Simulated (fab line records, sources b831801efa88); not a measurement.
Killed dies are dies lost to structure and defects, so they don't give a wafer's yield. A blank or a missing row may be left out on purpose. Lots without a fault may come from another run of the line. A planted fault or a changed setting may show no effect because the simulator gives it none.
One fault seen from 2 desks | flow sky130 | each desk has only its own numbers; what lay behind them comes last

THE TOOL OWNER'S DESK: litho_track-02
The tool's own readings at SKY_LDD_P_SOFTBAKE_03 (time 60 s): means of the sampled wafers that have a number, for each lot that ran on this tool. A lot is out of limits, marked OUT, if its mean lies more than 4 standard deviations from the usual mean; the brackets give that distance.
Columns: A = heater_power_total_W at SKY_LDD_P_SOFTBAKE_03, usual 56.60 W; B = plate_temp_C at SKY_LDD_P_SOFTBAKE_03, usual 89.99 C
lot  | first seen here | A               | B
L617 | day 18 10:54    | 56.58           | 89.99
L619 | day 19 08:36    | 56.57           | 90.12
L623 | day 21 05:39    | 56.63           | 89.86
L633 | day 25 06:53    | 59.35 (+63) OUT | 93.07 (+24) OUT
L635 | day 25 17:32    | 59.38 (+63) OUT | 93.15 (+24) OUT
This desk's finding: out of limits on L633, L635; first on L633, day 25 06:53 (heater_power_total_W at SKY_LDD_P_SOFTBAKE_03). In limits: L617, L619, L623.

THE METROLOGY DESK
What the gauges read, lot by lot, whatever tool the lot ran on: means of the sampled wafers that have a number. A lot is out of limits, marked OUT, if its mean lies more than 4 standard deviations from the usual mean; the brackets give that distance.
Columns: A = POLY_GATE_CVD_00_THK at SKY_POLY_GATE_THK_MEAS_01, usual 179.8 nm; B = LDD_N_OVL at SKY_LDD_N_OVL_MEAS_07, usual 0.4 nm; C = LDD_N_TW at SKY_LDD_N_TW_MEAS_17, usual 2581
lot  | first seen here | A     | B    | C
L617 | day 14 03:40    | 179.5 | 0.4  | 2569
L618 | day 14 14:42    | 180.9 | 0.5  | 2581
L619 | day 14 19:19    | 178.6 | 1.1  | 2577
L620 | day 15 10:41    | 177.8 | -1.3 | 2584
L621 | day 15 16:15    | 177.6 | 1.5  | 2591
L622 | day 16 01:49    | 178.2 | -0.0 | 2575
L624 | day 16 12:19    | 180.6 | 0.2  | 2567
L623 | day 16 13:50    | 180.3 | -0.6 | 2572
L625 | day 16 23:04    | 180.1 | 0.3  | 2580
L633 | day 20 14:43    | 180.6 | 1.3  | 2587
L632 | day 20 19:15    | 180.6 | 0.8  | 2592
L635 | day 21 01:02    | 181.7 | -0.0 | 2590
L636 | day 21 06:30    | 178.6 | -1.8 | 2580
L637 | day 21 15:20    | 179.5 | 2.1  | 2596
This desk's finding: nothing out of limits on any of the 14 lots.

PUT TOGETHER
The tool owner's desk could have raised an alarm at day 25 06:53, on L633, L635.
The metrology desk saw nothing out of limits.
The metrology desk has L633, L635 on record, within its limits.
Of the lots named, all ran SKY_LDD_P_SOFTBAKE_03 on litho_track-02.

WHAT THE SIMULATOR HAD PUT IN
Process parameter drift: litho_track-02, from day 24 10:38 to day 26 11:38, at SKY_LDD_P_SOFTBAKE_03. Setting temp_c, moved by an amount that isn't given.
Lots struck among those shown: L633, L635.
Hours from the fault's start to each desk's first reading out of limits: the tool owner's desk, 20.
